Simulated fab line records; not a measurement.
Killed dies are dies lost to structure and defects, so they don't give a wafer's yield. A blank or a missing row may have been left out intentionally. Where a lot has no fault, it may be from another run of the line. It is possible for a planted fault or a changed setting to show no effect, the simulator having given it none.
Matching of chambers -- flow sky130 -- 4 sister chambers for SKY_VIA1_ETCH_14 on rieDiel-03
The step etches BARC in N2/H2, stops on SiO2, time 45.9 s, target depth 60 nm. 4 wafers are shown with their chamber, then 8 later ones without.

== WAFERS PAIRED WITH THEIR CHAMBERS ==
wafer,chamber,drypumpMotorCurrentA (A)
L083.4,2,5.4
L086.1,0,6.2
L086.4,3,6.2
L087.1,1,5.0

== WAFERS MISSING THEIR CHAMBER ==
wafer,drypumpMotorCurrentA (A)
L087.2,6.2
L087.3,6.2
L094.1,5.1
L094.4,6.2
L094.6,5.1
L095.2,5.1
L095.3,5.4
L095.6,6.2

== WHICH CHAMBER EACH ONE RAN IN ==
wafer,from the rows above,in truth
L087.2,can't be placed: 0 or 3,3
L087.3,can't be placed: 0 or 3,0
L094.1,1,1
L094.4,can't be placed: 0 or 3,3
L094.6,1,1
L095.2,1,1
L095.3,2,2
L095.6,can't be placed: 0 or 3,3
Placed correctly: 4 of 8. From these rows, 4 cannot be placed; in 4 the true chamber is one of the candidates. Wrongly placed: 0.
How it was worked out, from the rows above alone: a wafer's distance from a chamber is the root of the sum, over the readings, of the square of ((its reading less the chamber's mean) divided by the reading's scatter). The wafer belongs to the nearest chamber; if the next one is less than 2 further off, it can't be placed. Each chamber's mean is taken over the wafers shown for it. The scatter: root of mean squared gap, hidden wafer to nearest shown wafer, with one shown wafer a chamber.
